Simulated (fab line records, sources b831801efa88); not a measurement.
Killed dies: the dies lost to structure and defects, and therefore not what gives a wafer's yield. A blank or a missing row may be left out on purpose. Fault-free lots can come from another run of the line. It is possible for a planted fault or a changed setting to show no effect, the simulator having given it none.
Which of the tools did it? | flow sky130 | 12 lots, 36 wafers sampled, at 3 steps of a route of 708

## WHAT THE GAUGES SHOWED, per wafer
SKY_LOCAL_INTERCONNECT_RS_MEAS_01: measures by four-point-probe.
lot  | measured     | on            | LOCAL_INTERCONNECT_TIN_RS (ohm/sq)
L380 | day 29 22:52 | film_metro-04 | 14.10 14.05 14.22
L381 | day 30 21:04 | film_metro-02 | 13.99 13.79 14.07
L383 | day 30 22:43 | film_metro-01 | 14.14 14.15 14.15
L382 | day 31 00:53 | film_metro-01 | 14.31 14.25 14.36
L385 | day 31 11:11 | film_metro-01 | 14.19 14.21 14.01
L387 | day 32 01:17 | film_metro-04 | 14.10 14.78 14.19 14.10 14.77 14.17
L390 | day 33 00:16 | film_metro-04 | 14.04 14.68 14.23
L393 | day 34 02:49 | film_metro-02 | 13.91 13.95 14.05
L395 | day 34 19:07 | film_metro-04 | 14.00 13.91 14.13
L399 | day 35 15:53 | film_metro-01 | 14.23 14.07 14.33
L400 | day 35 17:39 | film_metro-01 | 14.26 14.07 14.37
L402 | day 36 01:19 | film_metro-04 | 14.10 14.12 14.17

SKY_LOCAL_INTERCONNECT_THK_MEAS_02: measures by xrf.
lot  | measured     | on            | LOCAL_INTERCONNECT_TIN_THK (nm)
L380 | day 29 22:59 | film_metro-04 | 101.2 102.0 100.1
L381 | day 30 21:11 | film_metro-02 | 102.3 103.1 101.7
L383 | day 30 22:50 | film_metro-01 | 100.6 100.0 100.2
L382 | day 31 01:00 | film_metro-01 | 98.7 99.5 98.9
L385 | day 31 11:18 | film_metro-01 | 100.4 99.5 101.6
L387 | day 32 05:55 | film_metro-04 | 100.8 96.4 100.0
L390 | day 33 00:23 | film_metro-04 | 100.6 96.4 99.7 100.8 96.4 99.8
L393 | day 34 02:54 | film_metro-02 | 102.9 101.6 101.7
L395 | day 34 19:14 | film_metro-04 | 101.0 101.1 99.5
L399 | day 35 16:01 | film_metro-01 | 99.5 101.3 99.4
L400 | day 35 17:46 | film_metro-01 | 99.5 101.3 99.3
L402 | day 36 01:24 | film_metro-04 | 100.4 100.2 100.2

## TOOL THAT RAN EACH LOT (tool first, then ch and the chambers of the sampled wafers, then the start)
lot  | SKY_LOCAL_INTERCONNECT_SPUTTER_00
L380 | pvd_sputter-03, day 29 22:48
L381 | pvd_sputter-01, day 30 20:59
L383 | pvd_sputter-02, day 30 22:39
L382 | pvd_sputter-02, day 31 00:49
L385 | pvd_sputter-03, day 31 11:07
L387 | pvd_sputter-03, day 32 01:13
L390 | pvd_sputter-03, day 33 00:12
L393 | pvd_sputter-01, day 34 02:41
L395 | pvd_sputter-01, day 34 19:02
L399 | pvd_sputter-02, day 35 15:50
L400 | pvd_sputter-02, day 35 17:35
L402 | pvd_sputter-02, day 36 01:11
- SKY_LOCAL_INTERCONNECT_SPUTTER_00: material TiN, target thk 100 nm, time 83.3 s.

## WHAT THE TOOLS THEMSELVES READ (means of the sampled wafers that have a number; where no wafer has one, the mark that the record gives instead)
SKY_LOCAL_INTERCONNECT_SPUTTER_00.
lot  | tool           | chamber_pressure_pa (Pa) | throttle_valve_pct (%)
L380 | pvd_sputter-03 | 0.4007                   | 30.1
L381 | pvd_sputter-01 | 0.3996                   | 31.7
L383 | pvd_sputter-02 | 0.3992                   | 28.7
L382 | pvd_sputter-02 | 0.3999                   | 29.7
L385 | pvd_sputter-03 | 0.3995                   | 30.2
L387 | pvd_sputter-03 | 0.3997                   | 30.3
L390 | pvd_sputter-03 | 0.3992                   | 30.2
L393 | pvd_sputter-01 | 0.4000                   | 30.4
L395 | pvd_sputter-01 | 0.3993                   | 29.8
L399 | pvd_sputter-02 | 0.4002                   | 28.8
L400 | pvd_sputter-02 | 0.3999                   | 29.1
L402 | pvd_sputter-02 | 0.3997                   | 28.3

## THE ANSWER, worked out from the rows above alone
Rule: the usual values come from the lots themselves. Put in order of their means at a reading, lots are off if they are a third of the lots or fewer, leave a main group of 4 or more, and stand apart from it by a gap of 3 or more times the standard deviation of the main group's means; of several such gaps the widest counts. The tables above print the reading to a certain number of digits; a main group whose means all agree to those digits is not used. Also off: a lot with no number at a reading for which 4 or more lots have one. The other lots that the step has rows for count as sound. The gauges are gone through in route order, then the tools' own readings, and for those a lot's mean is taken as printed above. At the first step where some lot is off, the reading lying furthest off is the one used; lots without a number count as furthest.
No lot is off at any reading shown: from this, nothing can be told.

## WHAT HAD BEEN PUT IN BY THE SIMULATOR
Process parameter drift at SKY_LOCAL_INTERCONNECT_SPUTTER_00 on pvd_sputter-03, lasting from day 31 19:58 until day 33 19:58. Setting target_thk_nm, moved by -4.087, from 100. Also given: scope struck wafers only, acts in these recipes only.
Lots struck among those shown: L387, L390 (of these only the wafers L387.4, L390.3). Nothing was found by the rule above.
